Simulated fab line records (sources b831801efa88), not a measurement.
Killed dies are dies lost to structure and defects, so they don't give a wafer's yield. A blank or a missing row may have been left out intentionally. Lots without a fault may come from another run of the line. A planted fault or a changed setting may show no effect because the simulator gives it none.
Matching of chambers || flow gf180mcu || 4 sister chambers for GF_STI_ETCH_13 on rieDiel-02
The step etches the open film in CHF3/O2, stops on Si, target depth 282.31 nm, time 112.9 s. 16 wafers are shown with their chamber, then 8 later ones without.

## EACH WAFER AND ITS CHAMBER
{"wafer": "L120.2", "chamber": 3, "drypumpMotorCurrentA (A)": 6.0, "throttleValvePct (%)": 8.829, "biasW (W)": 200.5}
{"wafer": "L120.5", "chamber": 2, "drypumpMotorCurrentA (A)": 6.0, "throttleValvePct (%)": 8.807, "biasW (W)": 199.7}
{"wafer": "L120.6", "chamber": 3, "drypumpMotorCurrentA (A)": 6.1, "throttleValvePct (%)": 8.808, "biasW (W)": 200.7}
{"wafer": "L121.2", "chamber": 3, "drypumpMotorCurrentA (A)": 6.1, "throttleValvePct (%)": 8.826, "biasW (W)": 200.6}
{"wafer": "L121.3", "chamber": 0, "drypumpMotorCurrentA (A)": 5.8, "throttleValvePct (%)": 8.811, "biasW (W)": 200.1}
{"wafer": "L121.4", "chamber": 2, "drypumpMotorCurrentA (A)": 5.9, "throttleValvePct (%)": 8.792, "biasW (W)": 199.8}
{"wafer": "L122.1", "chamber": 0, "drypumpMotorCurrentA (A)": 5.8, "throttleValvePct (%)": 8.817, "biasW (W)": 200.3}
{"wafer": "L122.4", "chamber": 2, "drypumpMotorCurrentA (A)": 5.9, "throttleValvePct (%)": 8.794, "biasW (W)": 199.6}
{"wafer": "L122.5", "chamber": 2, "drypumpMotorCurrentA (A)": 6.0, "throttleValvePct (%)": 8.811, "biasW (W)": 199.8}
{"wafer": "L131.2", "chamber": 0, "drypumpMotorCurrentA (A)": 5.7, "throttleValvePct (%)": 8.822, "biasW (W)": 200.4}
{"wafer": "L131.3", "chamber": 2, "drypumpMotorCurrentA (A)": 5.9, "throttleValvePct (%)": 8.801, "biasW (W)": 200.4}
{"wafer": "L131.6", "chamber": 2, "drypumpMotorCurrentA (A)": 6.0, "throttleValvePct (%)": 8.807, "biasW (W)": 200.8}
{"wafer": "L132.2", "chamber": 1, "drypumpMotorCurrentA (A)": 6.3, "throttleValvePct (%)": 8.807, "biasW (W)": 200.7}
{"wafer": "L132.5", "chamber": 0, "drypumpMotorCurrentA (A)": 5.7, "throttleValvePct (%)": 8.831, "biasW (W)": 200.1}
{"wafer": "L132.6", "chamber": 1, "drypumpMotorCurrentA (A)": 6.2, "throttleValvePct (%)": 8.797, "biasW (W)": 200.1}
{"wafer": "L137.1", "chamber": 2, "drypumpMotorCurrentA (A)": 6.0, "throttleValvePct (%)": 8.806, "biasW (W)": 198.9}

SIGNATURES (means of the wafers above)
{"reading": "drypumpMotorCurrentA", "chamber 0": 5.750, "chamber 1": 6.250, "chamber 2": 5.957, "chamber 3": 6.067, "scatter within a chamber": 0.0569}
{"reading": "throttleValvePct", "chamber 0": 8.82025, "chamber 1": 8.80200, "chamber 2": 8.80257, "chamber 3": 8.82100, "scatter within a chamber": 0.00833}
{"reading": "biasW", "chamber 0": 200.225, "chamber 1": 200.400, "chamber 2": 199.857, "chamber 3": 200.600, "scatter within a chamber": 0.453}
Rule: a wafer's distance from a chamber is the root of the sum, over the readings, of the square of ((its reading less the chamber's mean) divided by the reading's scatter). If the next closest chamber is less than 2 further off than the closest, the wafer can't be placed; otherwise it belongs to the closest. How the scatter is found: for the shown wafers, subtract from each reading the mean of its chamber, square and add these, divide the total by (wafers less chambers), then take the root.

## WAFERS MISSING THEIR CHAMBER
{"wafer": "L137.4", "drypumpMotorCurrentA (A)": 5.8, "throttleValvePct (%)": 8.823, "biasW (W)": 201.7}
{"wafer": "L137.5", "drypumpMotorCurrentA (A)": 6.1, "throttleValvePct (%)": 8.799, "biasW (W)": 199.5}
{"wafer": "L138.2", "drypumpMotorCurrentA (A)": 6.1, "throttleValvePct (%)": 8.809, "biasW (W)": 199.4}
{"wafer": "L138.3", "drypumpMotorCurrentA (A)": 5.8, "throttleValvePct (%)": 8.796, "biasW (W)": 200.2}
{"wafer": "L138.4", "drypumpMotorCurrentA (A)": 5.7, "throttleValvePct (%)": 8.799, "biasW (W)": 199.4}
{"wafer": "L142.1", "drypumpMotorCurrentA (A)": 6.1, "throttleValvePct (%)": 8.827, "biasW (W)": 200.6}
{"wafer": "L142.3", "drypumpMotorCurrentA (A)": 5.8, "throttleValvePct (%)": 8.819, "biasW (W)": 200.1}
{"wafer": "L142.4", "drypumpMotorCurrentA (A)": 5.9, "throttleValvePct (%)": 8.813, "biasW (W)": 200.2}

## CHAMBER TAKEN BY EACH
{"wafer": "L137.4", "from the rows above": "can't be placed: 0 or 3", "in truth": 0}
{"wafer": "L137.5", "from the rows above": "can't be placed: 2 or 1 or 3", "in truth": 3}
{"wafer": "L138.2", "from the rows above": "can't be placed: 2 or 3 or 1", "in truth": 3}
{"wafer": "L138.3", "from the rows above": "can't be placed: 2 or 0", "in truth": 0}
{"wafer": "L138.4", "from the rows above": "can't be placed: 0 or 2", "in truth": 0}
{"wafer": "L142.1", "from the rows above": 3, "in truth": 3}
{"wafer": "L142.3", "from the rows above": 0, "in truth": 0}
{"wafer": "L142.4", "from the rows above": "can't be placed: 2 or 0 or 3", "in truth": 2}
Correct placement for 2 of the 8. These rows do not allow placing 6 (true chamber among the candidates in 6). Number placed wrongly: 0.
